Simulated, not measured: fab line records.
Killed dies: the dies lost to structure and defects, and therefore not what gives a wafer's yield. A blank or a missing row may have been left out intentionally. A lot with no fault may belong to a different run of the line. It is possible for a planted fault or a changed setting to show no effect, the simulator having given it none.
Which of the tools did it?    flow gf180mcu    42 wafers from 14 lots sampled at 5 of the route's 602 steps

## WHAT THE GAUGES SHOWED, per wafer
GF_STI_THK_MEAS_24.
lot   measured     on             STI_CVD_23_THK (nm)
L186  day 1 23:44  film-metro-02  665 653 666
L187  day 2 09:24  film-metro-01  661 672 661
L188  day 2 14:20  film-metro-02  639 647 633
L189  day 2 19:19  film-metro-04  659 656 670
L190  day 3 00:53  film-metro-04  657 637 657
L191  day 3 05:41  film-metro-02  653 651 650
L193  day 3 18:01  film-metro-02  648 650 645
L195  day 4 02:19  film-metro-02  662 655 656
L197  day 4 12:21  film-metro-04  660 657 663
L202  day 5 14:45  film-metro-02  651 648 646
L206  day 6 10:11  film-metro-01  650 645 639
L207  day 6 15:31  film-metro-04  652 645 659
L208  day 6 21:58  film-metro-04  655 642 638
L209  day 7 02:07  film-metro-02  639 634 643

GF_VT_IMPLANT_RS_MEAS_49: uses a four-point probe to measure.
lot   measured      on             MVPSD_RS (ohm/sq)
L186  day 7 07:17   film-metro-01  1171 1165 1167
L187  day 7 19:18   film-metro-02  1169 1167 1172
L188  day 8 00:25   film-metro-02  1167 1166 1164
L189  day 8 06:14   film-metro-01  1168 1170 1171
L190  day 8 14:52   film-metro-01  1172 1175 1173
L191  day 8 20:43   film-metro-01  1167 1162 1164
L193  day 9 15:23   film-metro-01  1172 1169 1172
L195  day 10 00:02  film-metro-01  1177 1177 1180
L197  day 10 14:00  film-metro-03  1179 1179 1181
L202  day 12 00:16  film-metro-02  1163 1166 1165
L206  day 13 02:07  film-metro-01  1168 1172 1172
L207  day 13 09:23  film-metro-02  1168 1166 1166
L208  day 13 18:53  film-metro-03  1173 1174 1174
L209  day 14 02:07  film-metro-02  1165 1167 1170

GF_V2_OVL_MEAS_15.
lot   measured      on          V2_OVL (nm)
L186  day 19 22:35  overlay-02  2 -8 -4
L187  day 20 14:19  overlay-02  -7 0 -11
L188  day 21 00:10  overlay-02  -1 -2 -7
L189  day 21 04:49  overlay-01  -10 -7 -5
L190  day 21 20:51  overlay-02  -12 -12 -13
L191  day 22 03:24  overlay-02  3 1 5
L193  day 23 04:56  overlay-01  -5 -11 -3
L195  day 23 11:33  overlay-02  -5 -5 -16
L197  day 24 09:58  overlay-01  -4 -1 -5
L202  day 25 22:52  overlay-02  0 3 -6
L206  day 27 00:45  overlay-02  -6 -5 -3
L207  day 27 10:40  overlay-02  3 -2 0
L208  day 27 19:06  overlay-01  -5 -3 -5
L209  day 28 01:15  overlay-01  0 -2 1

## WHICH TOOL RAN EACH LOT (tool, then ch and the chambers of the sampled wafers, then the start)
lot   GF_MVPSD_IMPLANT_08              GF_V1_ETCH_16
L186  implanter-02 ch 0, day 4 18:29   rie-diel-03 ch 1,2,3, day 17 20:14
L187  implanter-02 ch 0, day 5 06:12   rie-diel-04 ch 0,1,3, day 18 11:01
L188  implanter-01 ch 0, day 5 11:37   rie-diel-03 ch 0,1,3, day 18 21:47
L189  implanter-02 ch 0, day 5 15:16   rie-diel-01 ch 0,1, day 19 01:04
L190  implanter-03 ch 0, day 5 23:44   rie-diel-03 ch 1,3, day 19 17:45
L191  implanter-03 ch 0, day 6 05:57   rie-diel-03 ch 0,1,3, day 20 00:05
L193  implanter-01 ch 0, day 6 21:32   rie-diel-03 ch 0,1,2, day 21 01:52
L195  implanter-02 ch 0, day 7 06:14   rie-diel-03 ch 0,1,2, day 21 09:48
L197  implanter-02 ch 0, day 7 17:14   rie-diel-04 ch 1,2,3, day 22 08:55
L202  implanter-03 ch 0, day 8 23:47   rie-diel-03 ch 0,1, day 23 23:15
L206  implanter-01 ch 0, day 9 21:05   rie-diel-03 ch 0,1, day 25 04:23
L207  implanter-02 ch 0, day 10 03:44  rie-diel-03 ch 0,2,3, day 25 14:05
L208  implanter-03 ch 0, day 10 12:44  rie-diel-04 ch 0,1,3, day 25 23:35
L209  implanter-02 ch 0, day 10 17:50  rie-diel-04 ch 1,2, day 26 06:01
- GF_MVPSD_IMPLANT_08
- GF_V1_ETCH_16: etches BARC in N2/H2.

## AS READ BY THE TOOLS THEMSELVES (means over the sampled wafers that have a number; for cases with no such wafer, the mark the record gives instead)
GF_V1_ETCH_16.
lot   tool         drypump-motor-current-A (A)  oes-product-au (a.u.)  throttle-valve-pct (%)
L186  rie-diel-03  6.1                          0.854                  13.234
L187  rie-diel-04  5.4                          0.856                  13.220
L188  rie-diel-03  6.3                          0.859                  13.226
L189  rie-diel-01  5.9                          0.858                  13.233
L190  rie-diel-03  6.4                          0.853                  13.228
L191  rie-diel-03  6.3                          0.853                  13.224
L193  rie-diel-03  6.0                          0.851                  13.226
L195  rie-diel-03  6.0                          0.852                  13.220
L197  rie-diel-04  5.4                          0.857                  13.221
L202  rie-diel-03  6.2                          0.852                  13.231
L206  rie-diel-03  6.3                          0.853                  13.228
L207  rie-diel-03  6.2                          0.855                  13.225
L208  rie-diel-04  5.4                          0.854                  13.230
L209  rie-diel-04  5.8                          0.856                  13.237

## THE ANSWER, worked out from the rows above alone
Rule: what is usual is taken from the lots themselves. Put in order of their means at a reading, lots are off if they are a third of the lots or fewer, leave a main group of 4 or more, and stand apart from it by a gap of 3 or more times the standard deviation of the main group's means; of several such gaps the widest counts. The tables above print the reading to a certain number of digits; a main group whose means all agree to those digits is not used. A lot without any number at a reading at which 4 lots or more have one is off too. The other lots that the step has rows for count as sound. The gauges are gone through in route order, then the tools' own readings, and for those a lot's mean is taken as printed above. At the first step where some lot is off, the reading lying furthest off is the one used; lots without a number count as furthest.
Nothing can be told from this: no lot is off at any reading shown.

## WHAT THE SIMULATOR HAD PUT IN
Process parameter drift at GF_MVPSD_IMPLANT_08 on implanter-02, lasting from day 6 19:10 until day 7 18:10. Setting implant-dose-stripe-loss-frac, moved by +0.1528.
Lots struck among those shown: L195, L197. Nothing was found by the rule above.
